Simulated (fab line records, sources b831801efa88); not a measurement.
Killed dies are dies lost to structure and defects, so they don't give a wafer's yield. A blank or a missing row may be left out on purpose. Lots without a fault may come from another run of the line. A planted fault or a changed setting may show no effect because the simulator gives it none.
A struck lot beside a sound one | flow sky130 | 15 steps out of a route of 708
Sound: wafers L447.1, L447.2, L447.5. Struck: wafers L454.3, L454.4, L454.6. The cause comes at the end.
At each step with rows: each side's tool, then ch and its chambers, then its first start. Under that, the readings that differ: sound wafers | struck wafers | difference of the means | sigmas: that difference in standard deviations of wafers without a fault.
alike: readings whose means differ by less than 2 such deviations, and words and numbers that are the same on both sides. not compared: withheld readings, readings that some wafer has no value for, bounds like >300 that may hide the same value, and numbers for which the record gives no deviation and whose values overlap.
The two part at a step that has a row with sigmas, a row that says differs or no value, or rows on one side only. Numbers that don't overlap but have no deviation are shown without sigmas and don't part them. A reading that every wafer of one side lacks parts them only if that side has two wafers or more.

SKY_VT_ADJUST_HVTP_OVL_MEAS_08:
  sound on overlay-02, day 8 12:12; struck on overlay-01, day 10 17:26
  alike: VT_ADJUST_HVTP_OVL
then, 1 step without rows for these wafers: SKY_VT_ADJUST_HVTP_IMPLANT_09.
SKY_VT_ADJUST_HVTP_STRIP_10: strips in O2/N2.
  sound on plasma_asher-02 ch 0,1, day 8 12:23; struck on plasma_asher-03 ch 0,1, day 10 17:39
  alike: drypump_motor_current_A, oes_product_au, strip_time_to_endpoint_s
  not compared: rf_hours_counter_h
SKY_VT_ADJUST_HVTP_TW_MEAS_11:
  sound on film_metro-03, day 8 12:29; struck on film_metro-04, day 10 17:44
  alike: VT_ADJUST_HVTP_TW
then, 7 steps without rows for these wafers: SKY_VT_ADJUST_LVTN_DEHYDRATE_00 (time 60 s); SKY_VT_ADJUST_LVTN_HMDS_01 (prime time 60 s); SKY_VT_ADJUST_LVTN_COAT_02 (resist thk 3000 nm); SKY_VT_ADJUST_LVTN_SOFTBAKE_03; SKY_VT_ADJUST_LVTN_EXPOSE_04 (exposes mask NWM COMPLEMENT LESS NATIVE, target cd 840 nm); SKY_VT_ADJUST_LVTN_PEB_05; SKY_VT_ADJUST_LVTN_DEVELOP_06 (develop time 60 s).
SKY_VT_ADJUST_LVTN_OVL_MEAS_07:
  sound on overlay-02, day 9 09:58; struck on overlay-02, day 11 16:37
  alike: VT_ADJUST_LVTN_OVL
SKY_VT_ADJUST_LVTN_IMPLANT_08:
  sound on implanter-03 ch 0, day 9 10:00; struck on implanter-03 ch 0, day 11 16:42
  reading                   | sound                | struck               | difference | sigmas
  beam_energy_keV           | 29.991 30.004 29.991 | 31.413 31.403 31.388 | +1.406     | +99 or more
  model.implant.rp_nm (nm)  | 95.02 95.02 95.02    | 103.6 103.6 103.6    | +8.6       |
  model.implant.drp_nm (nm) | 42.97 42.97 42.97    | 44.4 44.4 44.4       | +1.4       |
SKY_VT_ADJUST_LVTN_STRIP_09: strips in O2/N2.
  sound on plasma_asher-01 ch 0,1, day 9 10:09; struck on plasma_asher-03 ch 0,1, day 11 16:50
  alike: drypump_motor_current_A, oes_product_au, strip_time_to_endpoint_s
  not compared: rf_hours_counter_h
then, 1 step without rows for these wafers: SKY_PAD_OPEN_PROBE_99.

WHERE THEY PART
Only at SKY_VT_ADJUST_LVTN_IMPLANT_08, within this record. Later steps at which nothing parts them and some readings are alike: SKY_VT_ADJUST_LVTN_STRIP_09.

WHY: what the simulator had put in
Process parameter drift: implanter-03, from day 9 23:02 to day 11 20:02, at SKY_VT_ADJUST_LVTN_IMPLANT_08. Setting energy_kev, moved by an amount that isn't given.
